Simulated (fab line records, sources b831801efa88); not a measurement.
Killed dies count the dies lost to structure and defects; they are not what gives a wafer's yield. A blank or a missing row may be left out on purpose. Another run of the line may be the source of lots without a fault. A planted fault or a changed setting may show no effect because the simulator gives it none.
Which tool did it? + flow gf180mcu + 18 wafers from 6 lots sampled at 3 of the route's 602 steps

== WHAT THE GAUGES READ, wafer by wafer ==
GF_NSD_CD_MEAS_07 targets a cd of 400 nm.
| lot  | measured     | on       | cdNm (nm)         |
|------|--------------|----------|-------------------|
| L973 | day 13 16:46 | cdSem-02 | 403.1 400.6 401.3 |
| L977 | day 15 08:58 | cdSem-02 | 402.8 402.5 401.5 |
| L980 | day 16 12:30 | cdSem-02 | 401.4 402.6 401.9 |
| L982 | day 17 03:30 | cdSem-02 | 398.9 401.0 400.7 |
| L990 | day 19 21:08 | cdSem-02 | 402.9 403.3 403.8 |
| L991 | day 20 10:47 | cdSem-01 | 404.7 401.9 403.3 |

== WHICH TOOL RAN EACH LOT (tool, then ch and the chambers of the sampled wafers, then the start) ==
| lot  | GF_HV_LDD_RTA_52                | GF_NSD_EXPOSE_04                   |
|------|---------------------------------|------------------------------------|
| L973 | rtpAnneal-02 ch 0, day 12 18:47 | ilineStepper-02 ch 0, day 13 07:25 |
| L977 | rtpAnneal-01 ch 0, day 14 07:08 | ilineStepper-01 ch 0, day 14 22:20 |
| L980 | rtpAnneal-01 ch 0, day 15 10:25 | ilineStepper-02 ch 0, day 16 01:50 |
| L982 | rtpAnneal-01 ch 0, day 16 01:47 | ilineStepper-01 ch 0, day 16 15:51 |
| L990 | rtpAnneal-01 ch 0, day 18 18:17 | ilineStepper-01 ch 0, day 19 09:25 |
| L991 | rtpAnneal-02 ch 0, day 19 07:11 | ilineStepper-02 ch 0, day 19 22:28 |
- GF_HV_LDD_RTA_52: time 10 s.
- GF_NSD_EXPOSE_04: exposes mask Nplus, target cd 400 nm.

== THE ANSWER, worked out from the rows above alone ==
Rule: the usual values come from the lots themselves. The widest of any qualifying gaps counts: lots, ordered by their means at a reading, are off when they make up no more than a third of the lots, leave a main group of 4 or more, and stand apart from it by 3 or more times the standard deviation of that group's means. Not used: any main group whose means are identical at the precision the tables above print for the reading. A lot without any number at a reading at which 4 lots or more have one is off too. Any other lot the step has rows for is counted as sound.
None of the lots is off at any reading shown; this tells nothing.

== WHAT THE SIMULATOR PUT IN ==
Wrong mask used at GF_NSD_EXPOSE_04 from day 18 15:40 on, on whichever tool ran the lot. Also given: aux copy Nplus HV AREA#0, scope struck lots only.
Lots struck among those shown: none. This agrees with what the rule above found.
